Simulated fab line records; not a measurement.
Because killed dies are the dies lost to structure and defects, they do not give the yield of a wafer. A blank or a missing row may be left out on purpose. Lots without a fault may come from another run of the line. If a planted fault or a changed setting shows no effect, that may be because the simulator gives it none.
8D (eight disciplines) problem report, filled in by code	flow sky130	the parts of the form that need people (team, actions taken, sign-off) are left out

== 1. WHAT IS WRONG ==
At SKY_LDD_LDN_IMPLANT_11, beamEnergyKeV averages 16.468 over 6 wafers from 2 lots, while fault-free wafers read 15.000, standard deviation 0.0052. That is +99 or more standard deviations from the usual mean.
Earliest sighting: wafer L456.2 on implanter-03 at day 27 21:35. Wafers with a number at this step in the record: 39, from 13 lots. The rule behind "out" and "out of limits": a value lying over 4 standard deviations away from the usual mean. The rest of the wafers with a number are treated as sound.

== 2. WHAT IT IS, WHAT IT ISN'T ==
question	is	is not
which readings at this step	beamEnergyKeV	-
which lots	L456, L458	L444, L445, L446, L447, L448, L461, L462, L463, L464, L465, L466
which wafers of those lots	all that have a number	-
read on which tools	implanter-03	implanter-01, implanter-04
when	from day 27 21:35	up to then (15 sound wafers); but 18 sound wafers of L461, L462, L463, L464, L465, L466 came after

== 3. SUSPECTS, AND WHAT RULES EACH OUT ==
Counting: a tool at a process step up to the reading stays a suspect if it ran every lot that is out and no sound lot after the first of them.
- implanter-03 at SKY_LDD_LDN_IMPLANT_11: kept. It processed each lot that is out, first L456 at day 27 21:35, and no sound lot thereafter; up to then, the last sound lot it processed was L448 at day 24 17:25. Out on those wafers are its own readings of beamEnergyKeV.
The count leaves implanter-03 at SKY_LDD_LDN_IMPLANT_11.

== 4. THE CAUSE (what the simulator had put in) ==
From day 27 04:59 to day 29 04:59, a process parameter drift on implanter-03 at SKY_LDD_LDN_IMPLANT_11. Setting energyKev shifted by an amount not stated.
The count eliminated every tool but this one.

== 5. THE EFFECT CHAIN, in route order ==
Rows list readings where the struck wafers' mean (over those with a number) sits beyond 3 standard deviations from the usual. Readings are gone through only where the record gives a usual standard deviation; hours: the median, over the lots, of the time from a lot's start at the first step in this table giving one to that lot's start at this step; sigmas: the change measured in usual standard deviations.
hours	step	reading	usual	on struck wafers	change	sigmas
0	SKY_LDD_LDN_IMPLANT_11	beamEnergyKeV	15.000	16.468	+1.468	+99 or more
The process steps in it:
- SKY_LDD_LDN_IMPLANT_11

== 6. WHAT WOULD HAVE CAUGHT IT SOONER ==
17 hours passed between the start of the fault at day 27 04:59 and the first reading out of limits in this record, taken at day 27 21:35.
